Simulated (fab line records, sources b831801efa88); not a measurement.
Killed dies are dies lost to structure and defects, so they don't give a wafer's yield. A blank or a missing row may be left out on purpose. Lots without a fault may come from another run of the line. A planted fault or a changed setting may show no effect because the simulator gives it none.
One fault seen from 2 desks | flow gf180mcu | each desk has only its own numbers; what lay behind them comes last

THE TOOL OWNER'S DESK: pvd_sputter-04
The tool's own readings at GF_CONTACT_SPUTTER_22 (material Ti, target thk 15 nm, time 80.02 s): means of the sampled wafers that have a number, for each lot that ran on this tool. A lot is out of limits, marked OUT, if its mean lies more than 4 standard deviations from the usual mean; the brackets give that distance.
Columns: A = throttle_valve_pct at GF_CONTACT_SPUTTER_22, usual 30.0 %
lot  | first seen here | A
L385 | day 16 04:55    | 31.0
L387 | day 17 03:32    | 31.0
L390 | day 18 10:36    | 30.1
L400 | day 21 14:26    | 30.9
This desk's finding: nothing out of limits on any of the 4 lots.

THE METROLOGY DESK
What the gauges read, lot by lot, whatever tool the lot ran on: means of the sampled wafers that have a number. A lot is out of limits, marked OUT, if its mean lies more than 4 standard deviations from the usual mean; the brackets give that distance.
Columns: A = TOP_METAL_ALCU_RS at GF_TOP_METAL_RS_MEAS_05, usual 0.03286 ohm/sq; B = TOP_METAL_OVL at GF_TOP_METAL_OVL_MEAS_15, usual -0.2 nm
lot  | first seen here | A       | B
L385 | day 27 07:44    | 0.03294 | -0.3
L386 | day 28 01:54    | 0.03329 | -1.5
L387 | day 28 04:01    | 0.03251 | 0.1
L388 | day 28 06:22    | 0.03259 | 0.3
L389 | day 28 20:41    | 0.03264 | -2.8
L390 | day 29 05:57    | 0.03320 | -1.4
L392 | day 29 14:25    | 0.03266 | 1.0
L391 | day 29 15:20    | 0.03310 | 0.1
L396 | day 30 14:03    | 0.03303 | -2.4
L400 | day 31 13:55    | 0.03300 | -0.2
L404 | day 32 12:47    | 0.03314 | 0.2
L406 | day 33 03:38    | 0.03239 | 0.6
L407 | day 33 06:51    | 0.03278 | -2.5
This desk's finding: nothing out of limits on any of the 13 lots.

PUT TOGETHER
The tool owner's desk saw nothing out of limits.
The metrology desk saw nothing out of limits.

WHAT THE SIMULATOR HAD PUT IN
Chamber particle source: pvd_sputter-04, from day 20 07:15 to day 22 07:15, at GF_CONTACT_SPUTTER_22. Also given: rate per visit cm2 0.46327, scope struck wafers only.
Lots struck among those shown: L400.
